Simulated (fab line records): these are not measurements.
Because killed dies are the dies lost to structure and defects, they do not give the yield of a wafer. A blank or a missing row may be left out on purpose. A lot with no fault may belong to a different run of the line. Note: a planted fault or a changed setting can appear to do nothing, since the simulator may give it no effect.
Which of the tools did it?    flow sky130    39 wafers from 13 lots sampled at 5 of the route's 708 steps

== WHAT THE GAUGES SHOWED, per wafer ==
SKY_SONOS_TUNNEL_OVL_MEAS_08. Usual: SONOS_TUNNEL_OVL typically reads 0.1 nm, with standard deviation 1.5.
lot   measured      on          SONOS_TUNNEL_OVL (nm)  flag
L354  day 11 10:22  overlay-02  -1.1 0.4 1.4           
L356  day 12 03:30  overlay-02  -0.3 0.5 0.9           
L360  day 14 08:27  overlay-02  1.2 1.7 1.6            
L359  day 14 09:46  overlay-02  -0.7 0.3 0.1           
L361  day 14 17:46  overlay-02  1.8 0.1 3.1            
L362  day 14 18:43  overlay-02  0.9 -0.2 0.7           
L363  day 14 21:16  overlay-01  -0.4 -1.1 -0.3         
L366  day 16 01:12  overlay-02  1.9 2.2 0.5            
L368  day 16 12:34  overlay-02  0.4 0.7 0.2            
L373  day 17 22:36  overlay-01  -0.6 -0.9 -0.1         
L375  day 18 23:07  overlay-02  -1.0 -1.1 0.6          
L376  day 19 04:21  overlay-01  0.2 0.4 1.1            
L377  day 19 06:46  overlay-02  0.9 2.8 2.3            

SKY_GATE_OXIDE_THK_MEAS_02. Usual: GATE_OXIDE_OXIDATION_00_THK typically reads 10.23 nm, with standard deviation 0.2.
lot   measured      on             GATE_OXIDE_OXIDATION_00_THK (nm)  flag
L354  day 12 20:13  film metro-03  9.84 9.87 9.93                    
L356  day 13 14:35  film metro-02  10.19 10.00 10.32                 
L360  day 15 18:09  film metro-01  10.17 10.22 10.14                 
L359  day 15 19:34  film metro-01  10.22 10.30 10.23                 
L361  day 16 11:59  film metro-01  11.73 11.49 11.80                 OFF
L362  day 16 11:58  film metro-03  11.34 11.17 11.22                 OFF
L363  day 16 12:02  film metro-01  11.74 11.70 11.88                 OFF
L366  day 17 16:19  film metro-01  10.09 10.07 10.12                 
L368  day 18 08:22  film metro-01  10.22 10.11 10.22                 
L373  day 19 11:20  film metro-03  10.17 10.22 10.14                 
L375  day 20 13:23  film metro-03  9.95 10.01 9.91                   
L376  day 20 18:03  film metro-01  10.25 10.51 10.43                 
L377  day 20 19:47  film metro-02  10.29 10.31 10.15                 

== WHICH TOOL RAN EACH LOT (tool, then ch and the chambers of the sampled wafers, then the start) ==
lot   SKY_VT_ADJUST_LVTN_STRIP_20           SKY_VT_ADJUST_HVTR_STRIP_10           SKY_GATE_OXIDE_OXIDATION_01
L354  plasma asher-02 ch 0,1, day 7 16:39   plasma asher-02 ch 0,1, day 9 12:29   furnace-02 ch 0, day 12 18:47
L356  plasma asher-03 ch 0, day 8 07:34     plasma asher-02 ch 0,1, day 10 04:02  furnace-01 ch 0, day 13 13:10
L360  plasma asher-03 ch 0,1, day 10 02:55  plasma asher-02 ch 0,1, day 12 03:14  furnace-01 ch 0, day 15 16:44
L359  plasma asher-04 ch 0,1, day 10 04:13  plasma asher-02 ch 0,1, day 12 04:14  furnace-01 ch 0, day 15 18:09
L361  plasma asher-03 ch 0,1, day 10 11:36  plasma asher-02 ch 0,1, day 12 12:34  furnace-01 ch 0, day 16 10:33
L362  plasma asher-02 ch 0, day 10 12:13    plasma asher-02 ch 0,1, day 12 13:29  furnace-01 ch 0, day 16 10:33
L363  plasma asher-03 ch 0, day 10 13:52    plasma asher-02 ch 0,1, day 12 15:59  furnace-01 ch 0, day 16 10:33
L366  plasma asher-04 ch 0,1, day 11 14:16  plasma asher-03 ch 0,1, day 13 19:26  furnace-02 ch 0, day 17 14:54
L368  plasma asher-04 ch 0,1, day 12 01:15  plasma asher-02 ch 0,1, day 14 06:13  furnace-02 ch 0, day 18 06:56
L373  plasma asher-04 ch 0,1, day 13 09:10  plasma asher-02 ch 0,1, day 15 13:44  furnace-02 ch 0, day 19 09:55
L375  plasma asher-03 ch 0,1, day 14 05:48  plasma asher-03 ch 0,1, day 16 12:16  furnace-01 ch 0, day 20 11:56
L376  plasma asher-04 ch 0,1, day 14 10:07  plasma asher-02 ch 0,1, day 16 16:59  furnace-01 ch 0, day 20 16:39
L377  plasma asher-02 ch 0,1, day 14 12:03  plasma asher-02 ch 0,1, day 16 19:52  furnace-01 ch 0, day 20 18:20
- SKY_VT_ADJUST_LVTN_STRIP_20: strips in O2/N2.
- SKY_VT_ADJUST_HVTR_STRIP_10: strips in O2/N2.
- SKY_GATE_OXIDE_OXIDATION_01: stabilise 600 s, purge 300 s, target thk 10.268 nm.

== AS READ BY THE TOOLS THEMSELVES (means over the sampled wafers that have a number; for cases with no such wafer, the mark the record gives instead) ==
SKY_VT_ADJUST_LVTN_STRIP_20. Usual: drypump motor current A 5.65 A, standard deviation 0.22; o2 flow sccm 3000 sccm, standard deviation 11; oes product au 0.716 a.u., standard deviation 0.0043; strip time to endpoint s 14.18 s, standard deviation 0.039.
lot   tool             drypump motor current A (A)  o2 flow sccm (sccm)  oes product au (a.u.)  strip time to endpoint s (s)  flag
L354  plasma asher-02  5.79                         3008                 0.715                  14.12                         
L356  plasma asher-03  5.36                         2993                 0.716                  14.19                         
L360  plasma asher-03  5.71                         2995                 0.710                  14.20                         
L359  plasma asher-04  5.57                         3002                 0.713                  14.24                         
L361  plasma asher-03  5.52                         2999                 0.716                  14.20                         
L362  plasma asher-02  5.90                         3006                 0.717                  14.16                         
L363  plasma asher-03  5.43                         3011                 0.714                  14.20                         
L366  plasma asher-04  5.46                         3003                 0.717                  14.17                         
L368  plasma asher-04  5.56                         3008                 0.709                  14.16                         
L373  plasma asher-04  5.44                         2992                 0.713                  14.16                         
L375  plasma asher-03  5.67                         2994                 0.715                  14.22                         
L376  plasma asher-04  5.58                         2979                 0.720                  14.21                         
L377  plasma asher-02  5.85                         2992                 0.715                  14.13                         

SKY_VT_ADJUST_HVTR_STRIP_10. Usual: drypump motor current A 5.79 A, standard deviation 0.21; o2 flow sccm 3000 sccm, standard deviation 8.7; oes product au 0.716 a.u., standard deviation 0.0051; strip time to endpoint s 14.17 s, standard deviation 0.044.
lot   tool             drypump motor current A (A)  o2 flow sccm (sccm)  oes product au (a.u.)  strip time to endpoint s (s)  flag
L354  plasma asher-02  5.80                         2995                 0.716                  14.15                         
L356  plasma asher-02  5.78                         3007                 0.722                  14.18                         
L360  plasma asher-02  5.78                         2995                 0.711                  14.17                         
L359  plasma asher-02  5.83                         3004                 0.714                  14.15                         
L361  plasma asher-02  5.85                         3000                 0.717                  14.15                         
L362  plasma asher-02  5.79                         3001                 0.713                  14.18                         
L363  plasma asher-02  5.85                         2999                 0.715                  14.18                         
L366  plasma asher-03  5.55                         2994                 0.718                  14.15                         
L368  plasma asher-02  5.79                         2999                 0.714                  14.10                         
L373  plasma asher-02  5.83                         2996                 0.718                  14.20                         
L375  plasma asher-03  5.68                         2999                 0.721                  14.18                         
L376  plasma asher-02  5.80                         3002                 0.715                  14.17                         
L377  plasma asher-02  5.79                         3010                 0.716                  14.10                         

SKY_GATE_OXIDE_OXIDATION_01. Usual: 904.6 for ox temp c max, sd 0.91.
lot   tool        ox temp c max  flag
L354  furnace-02  904.4          
L356  furnace-01  905.3          
L360  furnace-01  905.0          
L359  furnace-01  904.6          
L361  furnace-01  904.4          
L362  furnace-01  904.0          
L363  furnace-01  904.7          
L366  furnace-02  904.1          
L368  furnace-02  904.7          
L373  furnace-02  905.5          
L375  furnace-01  904.4          
L376  furnace-01  904.0          
L377  furnace-01  905.6          

== THE ANSWER, worked out from the rows above alone ==
Rule: lot off if the mean of its wafers having a number is beyond 3 standard deviations from the usual mean. A lot without any number at a reading at which 4 lots or more have one is off too. Where the step has rows for the other lots, those lots are counted as sound. First the gauges in route order, then the tools' own readings, where a lot's mean is used as printed above. The first step at which some lot is off is used, and at that step the reading that is off furthest; a lot without a number counts as furthest.
Off: L361, L362, L363, seen at SKY_GATE_OXIDE_THK_MEAS_02 (GATE_OXIDE_OXIDATION_00_THK).
If a tool, at a process step before that reading, ran all the lots that are off and no sound lot after the first of them, it fits. Gauges at SKY_GATE_OXIDE_THK_MEAS_02: tried the same way as those tools. No candidate that was tried fits.

== WHAT THE SIMULATOR HAD INSERTED ==
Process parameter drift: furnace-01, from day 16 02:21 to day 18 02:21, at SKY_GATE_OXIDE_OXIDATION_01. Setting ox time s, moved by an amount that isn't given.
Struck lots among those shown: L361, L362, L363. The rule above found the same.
